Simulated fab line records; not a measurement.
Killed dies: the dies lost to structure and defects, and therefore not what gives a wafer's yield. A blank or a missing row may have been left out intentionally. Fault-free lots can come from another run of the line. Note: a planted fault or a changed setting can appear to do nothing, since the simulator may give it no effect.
The same fault as seen by 2 desks ; flow gf180mcu ; what lay behind the numbers comes last; until then each desk has only its own

== AT THE TOOL OWNER'S DESK: plasmaAsher-02 ==
The tool's own readings at GF_TOP_METAL_STRIP_17 (strips in O2/N2): means of the sampled wafers that have a number, for each lot that ran on this tool. Any lot whose mean is over 4 standard deviations away from the usual mean is out of limits and marked OUT; that distance is given in the brackets.
Columns: A = drypumpMotorCurrentA at GF_TOP_METAL_STRIP_17, usual 5.60 A; B = heaterPowerW at GF_TOP_METAL_STRIP_17, usual 350 W; C = oesProductAu at GF_TOP_METAL_STRIP_17, usual 0.710 a.u.; D = stripTimeToEndpointS at GF_TOP_METAL_STRIP_17, usual 13.36 s
lot;first seen here;A;B;C;D
L842;day 29 01:06;5.50;407;0.712;13.43
L845;day 30 00:08;5.50;397;0.710;13.41
L854;day 32 16:56;5.49;407;0.710;13.39
L855;day 32 20:59;5.53;418;0.713;13.37
Finding of this desk: none of the 4 lots has anything out of limits.

== FROM THE METROLOGY DESK ==
What the gauges read, lot by lot, whatever tool the lot ran on: means of the sampled wafers that have a number. Any lot whose mean is over 4 standard deviations away from the usual mean is out of limits and marked OUT; that distance is given in the brackets.
Columns: A = TOP_METAL_ALCU_RS at GF_TOP_METAL_RS_MEAS_05, usual 0.0326 ohm/sq
lot;first seen here;A
L840;day 27 11:07;0.0327
L842;day 28 05:05;0.0322
L843;day 28 11:20;0.0330
L844;day 28 19:59;0.0328
L845;day 29 04:53;0.0331
L846;day 29 14:25;0.0325
L852;day 31 10:47;0.0324
L854;day 32 00:34;0.0331
L855;day 32 04:29;0.0329
L856;day 32 05:45;0.0320
L858;day 32 15:50;0.0328
L859;day 33 03:21;0.0323
L861;day 33 09:18;0.0325
Finding of this desk: none of the 13 lots has anything out of limits.

== TAKEN TOGETHER ==
The tool owner's desk saw nothing out of limits.
At the metrology desk, nothing out of limits was observed.

== WHAT THE SIMULATOR HAD PUT IN ==
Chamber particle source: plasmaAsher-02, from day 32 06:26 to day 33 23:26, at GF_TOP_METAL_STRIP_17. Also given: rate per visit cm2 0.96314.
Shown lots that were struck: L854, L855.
